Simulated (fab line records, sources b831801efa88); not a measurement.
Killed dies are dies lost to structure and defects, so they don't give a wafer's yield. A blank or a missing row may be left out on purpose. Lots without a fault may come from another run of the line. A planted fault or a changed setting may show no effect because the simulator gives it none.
Chamber matching | flow gf180mcu | GF_MIM_CVD_05 on pecvd-02: 3 sister chambers
The step deposits Si3N4, target thk 42 nm, time 29.086 s. 3 wafers are shown with their chamber, then 8 later ones without.

WAFERS WITH THEIR CHAMBER
wafer  | chamber | heater_power_w (W)
L082.3 | 0       | 633
L087.5 | 1       | 660
L090.2 | 2       | 526

WAFERS WITHOUT THEIR CHAMBER
wafer  | heater_power_w (W)
L090.4 | 679
L090.5 | 527
L094.1 | 665
L094.2 | 560
L094.3 | 605
L097.1 | 616
L097.2 | 614
L097.4 | 578

WHICH CHAMBER EACH WENT THROUGH
wafer  | from the rows above          | in truth
L090.4 | can't be placed: 1 or 0      | 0
L090.5 | 2                            | 2
L094.1 | can't be placed: 1 or 0      | 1
L094.2 | can't be placed: 2 or 0      | 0
L094.3 | can't be placed: 0 or 1 or 2 | 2
L097.1 | can't be placed: 0 or 1      | 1
L097.2 | can't be placed: 0 or 1      | 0
L097.4 | can't be placed: 2 or 0 or 1 | 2
Placed correctly: 1 of 8. Can't be placed from these rows: 7 (the true chamber is among the candidates in 7). Placed wrongly: 0.
How it was worked out, from the rows above alone: a wafer's distance from a chamber is the root of the sum, over the readings, of the square of ((its reading less the chamber's mean) divided by the reading's scatter). The wafer belongs to the nearest chamber; if the next one is less than 2 further off, it can't be placed. A chamber's mean is the mean of its shown wafers. The scatter: with one shown wafer a chamber, the root of the mean of the squares of how far each hidden wafer lies from its nearest shown one.
